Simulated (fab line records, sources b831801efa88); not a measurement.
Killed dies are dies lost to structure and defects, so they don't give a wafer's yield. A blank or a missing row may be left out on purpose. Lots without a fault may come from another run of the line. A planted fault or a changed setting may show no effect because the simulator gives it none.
Chamber matching | flow sky130 | SKY_VIA1_CMP_02 on cmp-02: 4 sister chambers
The step polishes SiO2. 8 wafers are shown with their chamber, then 12 later ones without.

WAFERS WITH THEIR CHAMBER
wafer  | chamber | motor_current_A (A) | head_pressure_psi (psi)
L077.2 | 3       | 13.1                | 3.974
L078.6 | 3       | 12.8                | 3.982
L082.3 | 0       | 10.7                | 3.995
L084.4 | 1       | 11.0                | 4.005
L084.6 | 1       | 11.4                | 3.996
L087.1 | 0       | 10.4                | 4.007
L087.3 | 2       | 14.0                | 3.990
L087.6 | 2       | 13.8                | 3.988

WAFERS WITHOUT THEIR CHAMBER
wafer  | motor_current_A (A) | head_pressure_psi (psi)
L090.1 | 13.1                | 3.985
L090.2 | 12.0                | 4.000
L090.3 | 14.1                | 3.999
L089.3 | 12.4                | 3.999
L089.4 | 10.1                | 3.998
L089.5 | 13.0                | 3.997
L093.2 | 10.3                | 4.016
L093.5 | 12.9                | 4.002
L093.6 | 13.6                | 3.999
L097.3 | 13.7                | 3.987
L097.4 | 12.5                | 3.997
L097.6 | 10.3                | 3.997

WHICH CHAMBER EACH WENT THROUGH
wafer  | from the rows above     | in truth
L090.1 | 3                       | 3
L090.2 | 1                       | 1
L090.3 | 2                       | 2
L089.3 | can't be placed: 3 or 1 | 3
L089.4 | 0                       | 0
L089.5 | can't be placed: 3 or 2 | 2
L093.2 | 0                       | 0
L093.5 | can't be placed: 3 or 2 | 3
L093.6 | 2                       | 2
L097.3 | 2                       | 2
L097.4 | 3                       | 3
L097.6 | 0                       | 0
Placed correctly: 9 of 12. Can't be placed from these rows: 3 (the true chamber is among the candidates in 3). Placed wrongly: 0.
How it was worked out, from the rows above alone: a wafer's distance from a chamber is the root of the sum, over the readings, of the square of ((its reading less the chamber's mean) divided by the reading's scatter). The wafer belongs to the nearest chamber; if the next one is less than 2 further off, it can't be placed. A chamber's mean is the mean of its shown wafers. The scatter: the root of (the sum of the squares of (reading less its chamber's mean) over the shown wafers, divided by (wafers less chambers)).
